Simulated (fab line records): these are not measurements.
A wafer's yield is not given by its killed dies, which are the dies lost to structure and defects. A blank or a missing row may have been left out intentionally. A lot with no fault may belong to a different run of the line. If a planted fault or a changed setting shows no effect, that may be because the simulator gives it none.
A struck lot beside a sound one ; flow sky130 ; 28 steps out of a route of 708
Sound: wafers L601.1, L601.2, L601.6. Wafers struck: L602.2, L602.4, L602.5. The cause comes at the end.
Order at every step that has rows: each side's tool, ch and its chambers, its first start. Under that, the readings that differ: sound wafers ; struck wafers ; difference of the means ; sigmas: that difference in standard deviations of wafers without a fault.
alike: readings whose means differ by less than 2 such deviations, and words and numbers that are the same on both sides. not compared: withheld readings, readings that some wafer has no value for, bounds like >300 that may hide the same value, and numbers for which the record gives no deviation and whose values overlap.
The two part at a step that has a row with sigmas, a row that says differs or no value, or rows on one side only. Numbers that have no deviation but don't overlap get no sigmas and don't part them. A reading that every wafer of one side lacks parts them only if that side has two wafers or more.

first, 5 steps without rows for these wafers: SKY_SONOS_ONO_COAT_08 (resist thk 1140 nm); SKY_SONOS_ONO_SOFTBAKE_09 (time 60 s); SKY_SONOS_ONO_EXPOSE_10 (exposes mask ONOM, target cd 410 nm); SKY_SONOS_ONO_PEB_11; SKY_SONOS_ONO_DEVELOP_12 (develop time 60 s).
SKY_SONOS_ONO_CD_MEAS_13: the cd target is 410 nm.
  sound on cd_sem-01, day 14 21:26; struck on cd_sem-02, day 15 13:22
  alike: cd_nm
SKY_SONOS_ONO_OVL_MEAS_14:
  sound on overlay-02, day 14 21:34; struck on overlay-02, day 15 13:28
  alike: SONOS_ONO_OVL
SKY_SONOS_ONO_ETCH_15: etches the open film in CHF3/O2, target depth 19.52 nm, time 7.8 s.
  sound on rie_diel-03 ch 0,2,3, day 14 21:36; struck on rie_diel-03 ch 1,3, day 15 13:30
  alike: O2_flow_sccm, drypump_motor_current_A, oes_product_au, throttle_valve_pct
  not compared: rf_hours_counter_h
then, 1 step without rows for these wafers: SKY_SONOS_ONO_WET_ETCH_16 (etches SiO2 in dHF, target depth 14 nm, time 280 s).
SKY_SONOS_ONO_STRIP_17: strips in O2/N2.
  sound on plasma_asher-04 ch 0,1, day 14 21:43; struck on plasma_asher-02 ch 1, day 15 13:37
  alike: drypump_motor_current_A, oes_product_au, strip_time_to_endpoint_s
  not compared: rf_hours_counter_h
then, 2 steps without rows for these wafers: SKY_SONOS_ONO_WET_ETCH_18 (etches Si3N4 in H3PO4, target depth 15 nm, time 172 s); SKY_GATE_OXIDE_CLEAN_00 (cleans in SC1/SC2, time 150 s).
SKY_GATE_OXIDE_OXIDATION_01: stabilise 600 s, purge 300 s, target thk 10.268 nm.
  sound on furnace-01 ch 0, day 14 22:32; struck on furnace-02 ch 0, day 15 15:14
reading;sound;struck;difference;sigmas
ox_time_s (s);1473 1473 1473;1973.8 1973.8 1973.8;+500.8;
zone_power_bottom_pct (%);27.8 28.2 28.2;25.3 25.3 25.5;-2.7;-2
model.SiO2_of_GATE_OXIDE_OXIDATION_01.thk_nm (nm);10.26 10.12 10.12;12.63 12.69 12.71;+2.51;
SKY_GATE_OXIDE_THK_MEAS_02:
  sound on film_metro-04, day 14 23:57; struck on film_metro-02, day 15 16:53
reading;sound;struck;difference;sigmas
GATE_OXIDE_OXIDATION_00_THK (nm);10.29 10.16 10.07;12.62 12.70 12.67;+2.49;+14
  not compared: hold
then, 6 steps without rows for these wafers: SKY_GATE_OXIDE_HMDS_04 (prime time 60 s); SKY_GATE_OXIDE_COAT_05 (resist thk 1162 nm); SKY_GATE_OXIDE_SOFTBAKE_06 (time 60 s); SKY_GATE_OXIDE_EXPOSE_07 (exposes mask LVOM, target cd 600 nm); SKY_GATE_OXIDE_PEB_08; SKY_GATE_OXIDE_DEVELOP_09 (develop time 60 s).
SKY_GATE_OXIDE_OVL_MEAS_10:
  sound on overlay-02, day 16 02:50; struck on overlay-02, day 16 20:30
reading;sound;struck;difference;sigmas
GATE_OXIDE_OVL (nm);-3.2 -1.7 -2.7;1.0 1.3 1.0;+3.6;+2
then, 2 steps without rows for these wafers: SKY_GATE_OXIDE_IMPLANT_11; SKY_GATE_OXIDE_WET_ETCH_12 (etches SiO2 in dHF, target depth 16.8 nm, time 336 s).
SKY_GATE_OXIDE_STRIP_13: strips in O2/N2.
  sound on plasma_asher-04 ch 0,1, day 16 03:08; struck on plasma_asher-02 ch 0, day 16 20:47
  alike: drypump_motor_current_A, oes_product_au, strip_time_to_endpoint_s
  not compared: rf_hours_counter_h
SKY_GATE_OXIDE_TW_MEAS_14:
  sound on film_metro-04, day 16 03:14; struck on film_metro-03, day 16 21:07
  alike: GATE_OXIDE_TW
  not compared: hold
SKY_GATE_OXIDE_OXIDATION_16: stabilise 600 s, purge 300 s, target thk 3.57 nm.
  sound on furnace-01 ch 0, day 16 03:27; struck on furnace-01 ch 0, day 17 00:22
reading;sound;struck;difference;sigmas
model.SiO2_of_GATE_OXIDE_OXIDATION_01.thk_nm (nm);11.58 11.45 11.47;13.76 13.83 13.83;+2.31;
  alike: ox_time_s, zone_power_bottom_pct
then, 1 step without rows for these wafers: SKY_POLY_GATE_CVD_00 (deposits poly-Si, target thk 180 nm, time 720 s).
-- record jumps: 31 days separate the struck wafers' starts on either side; left off in module POLY_GATE, taken up again in module PAD_OPEN, whose first shown step is the route's number 708 --
SKY_PAD_OPEN_PROBE_99:
  sound on prober-01, day 47 08:59; struck on prober-02, day 48 00:25
reading;sound;struck;difference;sigmas
model.etest.nfet_16v.r_on_ohm_um;1.414e+04 1.401e+04 1.401e+04;1.532e+04 1.523e+04 1.523e+04;+1.207e+03;
model.etest.pfet_16v.r_on_ohm_um;1.51e+04 1.494e+04 1.506e+04;1.552e+04 1.572e+04 1.595e+04;+6.967e+02;
model.etest.tip_sonos.rs_ohm_sq;2618 2590 2575;3271 3256 3301;+682;
model.etest.pfet_g5v0d10v5.r_on_ohm_um;4739 4763 4676;5184 5179 5252;+479;
model.etest.nfet_g5v0d10v5.r_on_ohm_um;1858 1855 1855;2075 2088 2123;+239;
model.etest.nfet_g5v0d10v5.drive_ua_um;612 608.6 613.9;511.9 504.7 503.4;-104.8;
model.etest.nfet_05v0_nvt.drive_ua_um;582.2 587.1 584.9;491.7 490.8 492.2;-93.2;
  alike: killed_at_M0_to_M3, killed_at_M4_up, killed_at_contacts, killed_at_front_end, killed_at_other, killed_dies, killed_open, killed_short
  not compared: model.etest.pfet_01v8.r_on_ohm_um

== WHERE THEY PART ==
Last at SKY_GATE_OXIDE_OVL_MEAS_10 as far as this record goes, first at SKY_GATE_OXIDE_OXIDATION_01. Later steps at which nothing parts them and some readings are alike: SKY_GATE_OXIDE_STRIP_13, SKY_GATE_OXIDE_TW_MEAS_14, SKY_GATE_OXIDE_OXIDATION_16, SKY_PAD_OPEN_PROBE_99.

WHY: whatever the simulator had introduced
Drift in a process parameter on furnace-02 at SKY_GATE_OXIDE_OXIDATION_01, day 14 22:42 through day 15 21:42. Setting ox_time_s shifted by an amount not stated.
